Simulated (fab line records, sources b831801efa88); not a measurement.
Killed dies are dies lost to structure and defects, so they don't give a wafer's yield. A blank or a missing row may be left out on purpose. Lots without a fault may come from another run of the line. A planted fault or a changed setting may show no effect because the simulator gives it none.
A struck lot beside a sound one | flow sky130 | 15 steps out of a route of 708
Sound: wafers L320.2, L320.3, L320.6. Struck: wafer L332.5. (L332.1 of the same lot was not struck and is left out.) The cause comes at the end.
At each step with rows: each side's tool, then ch and its chambers, then its first start. Under that, the readings that differ: sound wafers | struck wafers | difference of the means | sigmas: that difference in standard deviations of wafers without a fault.
alike: readings whose means differ by less than 2 such deviations, and words and numbers that are the same on both sides. not compared: withheld readings, readings that some wafer has no value for, bounds like >300 that may hide the same value, and numbers for which the record gives no deviation and whose values overlap.
The two part at a step that has a row with sigmas, a row that says differs or no value, or rows on one side only. Numbers that don't overlap but have no deviation are shown without sigmas and don't part them. A reading that every wafer of one side lacks parts them only if that side has two wafers or more.

SKY_SD_N_RS_MEAS_16: measures by four-point-probe.
  sound on film_metro-03, day 29 12:13; struck on film_metro-02, day 33 12:38
  alike: SD_N_RS
SKY_SD_N_RS_MEAS_17: measures by four-point-probe.
  sound on film_metro-03, day 29 12:20; struck on film_metro-02, day 33 12:46
  alike: SD_P_RS
SKY_SD_N_RS_MEAS_18: measures by four-point-probe.
  sound on film_metro-03, day 29 12:27; struck on film_metro-02, day 33 12:53
  alike: RES_XHIGH_RS
then, 2 steps without rows for these wafers: SKY_SALICIDE_CLEAN_00 (cleans in HF-last, time 30 s); SKY_LI_CONTACT_HDPCVD_00 (deposits PSG, target thk 930 nm, time 155 s).
SKY_LI_CONTACT_THK_MEAS_01:
  sound on film_metro-02, day 29 12:41; struck on film_metro-04, day 33 13:07
  alike: LI_CONTACT_HDPCVD_THK
SKY_LI_CONTACT_CMP_02: polishes PSG.
  sound on cmp-01 ch 1,3, day 29 12:44; struck on cmp-02 ch 1, day 33 13:14
  alike: motor_current_A, platen_rpm, time_to_endpoint_s
SKY_LI_CONTACT_BOW_MEAS_03:
  sound on film_metro-02, day 29 13:04; struck on film_metro-03, day 33 13:29
  alike: LI_CONTACT_BOW
then, 4 steps without rows for these wafers: SKY_LI_CONTACT_DEHYDRATE_04 (time 60 s); SKY_LI_CONTACT_HMDS_05 (prime time 60 s); SKY_LI_CONTACT_COAT_06 (resist thk 60 nm); SKY_LI_CONTACT_COAT_07 (resist thk 450 nm).
SKY_LI_CONTACT_SOFTBAKE_08: time 90 s.
  sound on litho_track-03 ch 0, day 30 02:00; struck on litho_track-01 ch 0, day 34 02:00
  reading                  | sound                | struck | difference | sigmas
  heater_power_total_W (W) | 57.17 57.43 57.23    | 58.09  | +0.81      | +7
  run_length_s (s)         | 119.22 119.06 118.92 | 114.99 | -4.08      | -19
then, 1 step without rows for these wafers: SKY_LI_CONTACT_EXPOSE_09 (exposes mask LICM1, target cd 170 nm).
-- the record jumps here: 16 days lie between the struck wafers' starts before and after (it left off in module LI_CONTACT and takes up again in module PAD_OPEN, whose first step shown is number 708 of the route) --
SKY_PAD_OPEN_PROBE_99:
  the record has rows for the struck wafers here (prober-02, day 49 19:24) and none for the sound ones

WHERE THEY PART
First at SKY_LI_CONTACT_SOFTBAKE_08; last, within this record, at SKY_PAD_OPEN_PROBE_99.

WHY: what the simulator had put in
Process parameter drift: litho_track-01, from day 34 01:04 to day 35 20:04, at SKY_LI_CONTACT_SOFTBAKE_08. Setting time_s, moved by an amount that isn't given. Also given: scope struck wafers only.
